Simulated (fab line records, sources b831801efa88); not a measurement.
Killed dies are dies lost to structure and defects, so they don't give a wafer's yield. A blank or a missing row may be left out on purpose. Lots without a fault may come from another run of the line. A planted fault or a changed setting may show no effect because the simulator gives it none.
One fault seen from 2 desks | flow gf180mcu | each desk has only its own numbers; what lay behind them comes last

THE TOOL OWNER'S DESK: pecvd-02
The tool's own readings at GF_V3_CVD_02 (deposits SiO2 from TEOS, target thk 850 nm, time 94.851 s): means of the sampled wafers that have a number, for each lot that ran on this tool. A lot is out of limits, marked OUT, if its mean lies more than 4 standard deviations from the usual mean; the brackets give that distance.
Columns: A = heater_power_outer_w at GF_V3_CVD_02, usual 358 W; B = heater_power_w at GF_V3_CVD_02, usual 639 W
lot  | first seen here | A   | B
L698 | day 22 21:39    | 402 | 716
L701 | day 24 19:45    | 424 | 737
L704 | day 25 12:03    | 461 | 780
This desk's finding: nothing out of limits on any of the 3 lots.

THE METROLOGY DESK
What the gauges read, lot by lot, whatever tool the lot ran on: means of the sampled wafers that have a number. A lot is out of limits, marked OUT, if its mean lies more than 4 standard deviations from the usual mean; the brackets give that distance.
Columns: A = cd_nm at GF_M3_CD_MEAS_14, usual 279.7 nm; B = M3_OVL at GF_M3_OVL_MEAS_15, usual 1 nm; C = V3_CVD_02_THK at GF_V3_THK_MEAS_03, usual 855 nm
lot  | first seen here | A     | B  | C
L695 | day 21 06:10    | 279.8 | 5  | 866
L698 | day 22 20:43    | 281.4 | -2 | 851
L701 | day 24 18:49    | 279.8 | -3 | 953 (+9.8) OUT
L704 | day 25 11:08    | 281.5 | 4  | 1034 (+18) OUT
L707 | day 26 01:49    | 281.2 | 7  | 861
L708 | day 26 07:24    | 281.2 | -3 | 844
L710 | day 27 02:58    | 280.3 | 10 | 846
L711 | day 27 03:57    | 280.9 | -3 | 848
L713 | day 27 18:52    | 277.7 | 8  | 872
L714 | day 28 02:34    | 279.3 | 5  | 860
L716 | day 28 11:44    | 278.3 | -4 | 850
This desk's finding: out of limits on L701, L704; first on L701, day 24 19:49 (V3_CVD_02_THK at GF_V3_THK_MEAS_03). In limits: L695, L698, L707, L708, L710, L711, L713, L714, L716.

PUT TOGETHER
The metrology desk could have raised an alarm at day 24 19:49, on L701, L704.
The tool owner's desk saw nothing out of limits.
The tool owner's desk has L701, L704 on record, within its limits.
Of the lots named, all ran GF_V3_CVD_02 on pecvd-02.

WHAT THE SIMULATOR HAD PUT IN
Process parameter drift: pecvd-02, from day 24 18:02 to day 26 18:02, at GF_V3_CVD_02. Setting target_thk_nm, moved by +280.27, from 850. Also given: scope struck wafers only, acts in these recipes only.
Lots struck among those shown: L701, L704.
Hours from the fault's start to each desk's first reading out of limits: the metrology desk, 2.
